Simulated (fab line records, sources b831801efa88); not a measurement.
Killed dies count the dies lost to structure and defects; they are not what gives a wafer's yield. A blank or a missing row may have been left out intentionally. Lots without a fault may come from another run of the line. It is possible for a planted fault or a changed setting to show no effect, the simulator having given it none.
A lot that was struck, set against a sound lot -- flow sky130 -- 20 out of 708 route steps
Sound: these wafers, L613.1, L613.4, L613.6. Wafers struck: L608.4, L608.5, L608.6. The cause comes at the end.
For every step that has rows: the tool of each side, followed by ch and its chambers, followed by its first start. Under that, the readings that differ: sound wafers -- struck wafers -- difference of the means -- sigmas: that difference in standard deviations of wafers without a fault.
alike: a reading whose means differ by less than 2 such deviations, as well as words and numbers matching on both sides. not compared: withheld readings; readings where some wafer has no value; bounds like >300 that might hide an equal value; numbers whose values overlap and for which the record gives no deviation.
A row with sigmas, a row that says differs or no value, or rows on one side alone: a step with any of these is where the two part. Numbers that have no deviation but don't overlap get no sigmas and don't part them. A reading that every wafer of one side lacks parts them only if that side has two wafers or more.

first, 4 steps without rows for these wafers: SKY_METAL1_STRIP_21 (strips in post etch residue remover, time 1200 s); SKY_METAL1_CLEAN_22 (cleans in IPA, time 180 s); SKY_METAL1_CLEAN_23 (cleans in O3/DIW); SKY_VIA1_HDPCVD_00 (deposits SiO2, target thk 1030 nm, time 171.7 s).
SKY_VIA1_THK_MEAS_01:
  sound on filmMetro-03 at day 36 19:39; struck on filmMetro-04 at day 35 00:55
  alike: VIA1_HDPCVD_THK
SKY_VIA1_CMP_02: polishes SiO2.
  sound on cmp-01 ch 1,2,3, day 36 19:43; struck on cmp-01 ch 1,2,3, day 35 01:06
  alike: headPressurePsi, motorCurrentA, slurryFilterDpKPa
SKY_VIA1_BOW_MEAS_03:
  sound on filmMetro-04 at day 36 20:01; struck on filmMetro-02 at day 35 01:19
  alike: VIA1_BOW
then, 5 steps without rows for these wafers: SKY_VIA1_DEHYDRATE_04 (time 60 s); SKY_VIA1_HMDS_05 (prime time 60 s); SKY_VIA1_COAT_06 (resist thk 60 nm); SKY_VIA1_COAT_07 (resist thk 450 nm); SKY_VIA1_SOFTBAKE_08 (time 90 s).
SKY_VIA1_EXPOSE_09: exposes mask VIM, target cd 150 nm.
  sound on krfScanner-01 ch 0, day 37 08:37; struck on krfScanner-02 ch 0, day 35 14:52
  alike: mask
then, 2 steps without rows for these wafers: SKY_VIA1_PEB_10; SKY_VIA1_DEVELOP_11 (develop time 60 s).
SKY_VIA1_CD_MEAS_12 targets a cd of 150 nm.
  sound on cdSem-01 at day 37 22:07; struck on cdSem-02 at day 36 03:04
reading,sound,struck,difference,sigmas
cdNm (nm),153.2 150.8 152.2,127.6 136.6 137.3,-18.2,-9
SKY_VIA1_OVL_MEAS_13:
  sound on overlay-02 at day 37 22:14; struck on overlay-02 at day 36 03:09
  alike: VIA1_OVL
SKY_VIA1_ETCH_14: etches BARC in N2/H2, stops on SiO2, time 45.9 s, target depth 60 nm.
  sound on rieDiel-01 ch 0,1,2, day 37 22:16; struck on rieDiel-04 ch 0,1,2, day 36 03:10
reading,sound,struck,difference,sigmas
model.VIA1.cdNm (nm),152.7 151.4 151.1,127.4 137.3 137,-17.8,
  alike: drypumpMotorCurrentA, oesProductAu, throttleValvePct
  not compared: rfHoursCounterH
SKY_VIA1_ETCH_15: etches SiO2 in C4F8/O2/Ar, stops on TiN, target depth 351 nm, time 54 s.
  sound on rieDiel-01 ch 0,1,2, day 37 22:19; struck on rieDiel-04 ch 0,1,2, day 36 03:13
  alike: oesProductAu
  not compared: rfHoursCounterH
-- the record jumps here: 11 days lie between the struck wafers' starts before and after (it left off in module VIA1 and takes up again in module PAD_OPEN, whose first step shown is number 708 of the route) --
SKY_PAD_OPEN_PROBE_99:
  the record has rows for the struck wafers here (prober-02, day 47 12:21) and none for the sound ones

WHERE THEY PART
Last at SKY_PAD_OPEN_PROBE_99 as far as this record goes, first at SKY_VIA1_CD_MEAS_12.

WHY: what the simulator had put in
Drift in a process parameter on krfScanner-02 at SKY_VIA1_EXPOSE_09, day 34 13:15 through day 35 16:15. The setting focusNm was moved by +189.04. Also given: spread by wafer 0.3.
